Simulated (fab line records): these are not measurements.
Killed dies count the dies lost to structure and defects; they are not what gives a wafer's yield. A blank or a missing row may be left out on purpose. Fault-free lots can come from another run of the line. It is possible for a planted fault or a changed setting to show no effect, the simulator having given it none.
Which of the tools did it? -- flow sky130 -- Sampling: 11 lots, 33 wafers, 2 of 708 route steps

## WHAT THE GAUGES READ, wafer by wafer
SKY_NWELL_OVL_MEAS_10.
lot,measured,on,NWELL_00_OVL (nm)
L146,day 5 02:56,overlay-02,2.1 2.7 2.2
L148,day 5 14:24,overlay-01,2.8 0.1 0.8
L151,day 6 12:40,overlay-02,0.9 -0.5 -1.3
L152,day 6 18:46,overlay-01,0.4 1.5 1.3
L158,day 8 02:23,overlay-01,-0.6 0.3 0.7
L159,day 8 06:11,overlay-01,0.6 2.5 2.3
L161,day 8 18:55,overlay-02,2.8 1.5 2.5
L165,day 9 18:35,overlay-01,0.2 0.8 2.0
L166,day 10 01:21,overlay-02,2.2 0.4 1.3
L167,day 10 03:32,overlay-02,-0.7 1.9 0.2
L168,day 10 11:20,overlay-01,-1.0 -1.6 -2.4

## WHAT TOOL EACH LOT RAN ON (gives the tool, then ch and the chambers of the sampled wafers, and finally the start)
lot,SKY_FIELD_ISO_ETCH_14
L146,"rie-diel-04 ch 1,2,3, day 2 11:01"
L148,"rie-diel-03 ch 1,2, day 2 23:22"
L151,"rie-diel-04 ch 1,2, day 3 13:14"
L152,"rie-diel-01 ch 0,2, day 3 19:47"
L158,"rie-diel-03 ch 0,1,2, day 5 02:46"
L159,"rie-diel-03 ch 0,1,2, day 5 07:13"
L161,"rie-diel-03 ch 0,1,3, day 5 17:23"
L165,"rie-diel-04 ch 1,3, day 6 14:41"
L166,"rie-diel-04 ch 0,3, day 6 19:50"
L167,"rie-diel-01 ch 0,2,3, day 7 01:10"
L168,"rie-diel-03 ch 1,2, day 7 06:01"
- SKY_FIELD_ISO_ETCH_14: etches BARC in N2/H2, stops on SiO2, time 45.9 s, target depth 60 nm.

## THE ANSWER, worked out from the rows above alone
Rule: what is usual is taken from the lots themselves. The widest of any qualifying gaps counts: lots, ordered by their means at a reading, are off when they make up no more than a third of the lots, leave a main group of 4 or more, and stand apart from it by 3 or more times the standard deviation of that group's means. A main group is skipped when, at the precision printed for the reading in the tables above, its means are all equal. Also off: a lot with no number at a reading for which 4 or more lots have one. All remaining lots with rows at the step are treated as sound.
Across all readings shown, no lot is off: no conclusion can be drawn from this.

## WHAT THE SIMULATOR PUT IN
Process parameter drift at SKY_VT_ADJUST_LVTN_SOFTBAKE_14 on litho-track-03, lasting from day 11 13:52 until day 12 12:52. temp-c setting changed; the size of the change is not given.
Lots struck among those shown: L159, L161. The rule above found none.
